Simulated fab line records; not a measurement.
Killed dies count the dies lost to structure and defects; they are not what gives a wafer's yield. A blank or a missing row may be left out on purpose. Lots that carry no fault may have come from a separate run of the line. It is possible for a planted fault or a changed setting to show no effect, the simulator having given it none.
Problem report, 8D (eight disciplines) form, completed by code    flow sky130    the parts of the form that need people (team, actions taken, sign-off) are left out

== 1. PROBLEM STATEMENT ==
Across 9 wafers from 3 lots, NWELL_RS at SKY_NWELL_RS_MEAS_29 averages 650.3 ohm/sq, while fault-free wafers read 624.6 ohm/sq with a standard deviation of 2. That is +13 standard deviations from the usual mean.
The step: measures by four-point-probe.
First seen on wafer L454.1, day 9 16:22, on film metro-04. The record has a number at this step for 45 wafers belonging to 15 lots. The rule behind "out" and "out of limits": a value lying over 4 standard deviations away from the usual mean. All remaining wafers that have a number are taken as sound.

== 2. WHAT IT IS, AND WHAT IT ISN'T ==
question                     is                            is not
which readings at this step  NWELL_RS                      -
which lots                   L454, L455, L456              L437, L438, L439, L440, L442, L443, L445, L446, L447, L452, L459, L460
which wafers of those lots   all that have a number        -
read on which gauges         film metro-03, film metro-04  film metro-02
when                         from day 9 16:22              up to then (30 sound wafers); but 6 sound wafers of L459, L460 came after

== 3. THE SUSPECTS, EACH WITH WHAT RULES IT OUT ==
Counting: a tool at any process step up to the reading remains a suspect when it ran all the lots that are out and ran no sound lot after the first of those.
- the gauge at SKY_NWELL_RS_MEAS_29 has been ruled out. 2 gauges (film metro-03, film metro-04) read the wafers that are out.
- implanter-03 at SKY_NWELL_IMPLANT_13: ruled out as a lasting fault. Following L454 (day 8 18:48), the first lot on it that is out, the sound lots L460 were run on it.
Left after counting: nothing in the record.

== 4. THE CAUSE (what the simulator had put in) ==
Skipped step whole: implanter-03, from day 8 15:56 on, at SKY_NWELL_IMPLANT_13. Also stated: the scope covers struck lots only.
Counting ruled it out, wrongly: the rule takes a fault to strike every lot that its tool runs from its start on, and this one did not.

== 5. THE EFFECT CHAIN, in route order ==
One row per reading whose mean, taken over the struck wafers that have a number, lies over 3 standard deviations from the usual. Readings are gone through only where the record gives a usual standard deviation; hours: the median, over the lots, of the time from a lot's start at the first step in this table giving one to that lot's start at this step; sigmas: the change measured in usual standard deviations.
hours  step                  reading   usual         on struck wafers  change  sigmas
0      SKY_NWELL_RS_MEAS_29  NWELL_RS  624.6 ohm/sq  650.3             +25.7   +13
Readings that are blank on the struck wafers while sound wafers have them: beam energy keV at SKY_NWELL_IMPLANT_13; beam on s at SKY_NWELL_IMPLANT_13.

== 6. HOW IT WOULD HAVE BEEN CAUGHT EARLIER ==
24 hours passed between the start of the fault at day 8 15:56 and the first reading out of limits at a measuring or inspecting step in this record, taken at day 9 16:22.
At SKY_NWELL_IMPLANT_13 the tool's readings are blank on the struck wafers, where sound wafers have them: an empty tool record is the first sign, and it was there at once.
